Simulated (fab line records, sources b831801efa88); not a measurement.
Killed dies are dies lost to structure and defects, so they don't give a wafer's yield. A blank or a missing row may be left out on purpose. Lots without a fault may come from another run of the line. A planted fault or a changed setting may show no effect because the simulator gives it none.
A struck lot beside a sound one | flow sky130 | 18 steps out of a route of 708
Sound: wafers L384.1, L384.5, L384.6. Struck: wafers L390.2, L390.4, L390.6. The cause comes at the end.
At each step with rows: each side's tool, then ch and its chambers, then its first start. Under that, the readings that differ: sound wafers | struck wafers | difference of the means | sigmas: that difference in standard deviations of wafers without a fault.
alike: readings whose means differ by less than 2 such deviations, and words and numbers that are the same on both sides. not compared: withheld readings, readings that some wafer has no value for, bounds like >300 that may hide the same value, and numbers for which the record gives no deviation and whose values overlap.
The two part at a step that has a row with sigmas, a row that says differs or no value, or rows on one side only. Numbers that don't overlap but have no deviation are shown without sigmas and don't part them. A reading that every wafer of one side lacks parts them only if that side has two wafers or more.

first, 2 steps without rows for these wafers: SKY_NWELL_PEB_08; SKY_NWELL_DEVELOP_09 (develop time 60 s).
SKY_NWELL_OVL_MEAS_10:
  sound on overlay-02, day 4 07:10; struck on overlay-01, day 5 21:43
  alike: NWELL_00_OVL
then, 3 steps without rows for these wafers: SKY_NWELL_IMPLANT_11; SKY_NWELL_IMPLANT_12; SKY_NWELL_IMPLANT_13.
SKY_NWELL_STRIP_14: strips in O2/N2.
  sound on plasma_asher-03 ch 0,1, day 4 07:40; struck on plasma_asher-03 ch 1, day 5 22:12
  alike: drypump_motor_current_A, n2_flow_sccm, oes_product_au, strip_time_to_endpoint_s
  not compared: rf_hours_counter_h
SKY_NWELL_TW_MEAS_15:
  sound on film_metro-01, day 4 07:46; struck on film_metro-01, day 5 22:19
  reading  | sound          | struck         | difference | sigmas
  NWELL_TW | 1835 1831 1849 | 1829 1815 1819 | -17        | -2
then, 4 steps without rows for these wafers: SKY_NWELL_DEHYDRATE_16 (time 60 s); SKY_NWELL_HMDS_17 (prime time 60 s); SKY_NWELL_COAT_18 (resist thk 3000 nm); SKY_NWELL_SOFTBAKE_19.
SKY_NWELL_EXPOSE_20: exposes mask NWM COMPLEMENT, target cd 840 nm.
  sound on iline_stepper-02 ch 0, day 4 16:13; struck on iline_stepper-01 ch 0, day 6 07:53
  reading                       | sound             | struck            | difference | sigmas
  model.NWELL.overlay_x_nm (nm) | 1.256 1.256 1.256 | 186.5 186.5 186.5 | +185.2     |
  alike: mask
then, 2 steps without rows for these wafers: SKY_NWELL_PEB_21; SKY_NWELL_DEVELOP_22 (develop time 57.51 s).
SKY_NWELL_OVL_MEAS_23:
  sound on overlay-02, day 5 00:25; struck on overlay-02, day 6 17:08
  reading           | sound       | struck            | difference | sigmas
  NWELL_01_OVL (nm) | 2.7 3.3 2.4 | 187.2 185.5 188.1 | +184.1     | +99 or more
then, 1 step without rows for these wafers: SKY_NWELL_IMPLANT_24.
-- the record jumps here: 40 days lie between the struck wafers' starts before and after (it left off in module NWELL and takes up again in module PAD_OPEN, whose first step shown is number 708 of the route) --
SKY_PAD_OPEN_PROBE_99:
  sound on prober-01, day 45 10:05; struck on prober-01, day 47 04:09
  reading                          | sound                         | struck                        | difference | sigmas
  model.etest.pfet_16v.r_on_ohm_um | 1.588e+04 1.557e+04 1.571e+04 | 2.046e+04 2.035e+04 2.092e+04 | +4.857e+03 |
  model.etest.nfet_16v.r_on_ohm_um | 1.397e+04 1.384e+04 1.395e+04 | 1.783e+04 1.792e+04 1.804e+04 | +4.010e+03 |
  model.etest.pfet_16v.drive_ua_um | 234 241.7 236.9               | 166 171.1 165.7               | -70        |
  model.etest.nfet_16v.drive_ua_um | 224.4 224.9 224.3             | 191.1 193 191.3               | -32.7      |
  alike: killed_at_M0_to_M3, killed_at_M4_up, killed_at_contacts, killed_at_front_end, killed_at_other, killed_dies, killed_on_rim, killed_open, killed_short
  not compared: model.etest.sram_pfet_latch.off_log10_a_um, model.etest.sram_pfet_latch.vt_sat_v, model.etest.pfet_16v.vt_v

WHERE THEY PART
First at SKY_NWELL_TW_MEAS_15; last, within this record, at SKY_NWELL_OVL_MEAS_23. Later steps at which nothing parts them and some readings are alike: SKY_PAD_OPEN_PROBE_99.

WHY: what the simulator had put in
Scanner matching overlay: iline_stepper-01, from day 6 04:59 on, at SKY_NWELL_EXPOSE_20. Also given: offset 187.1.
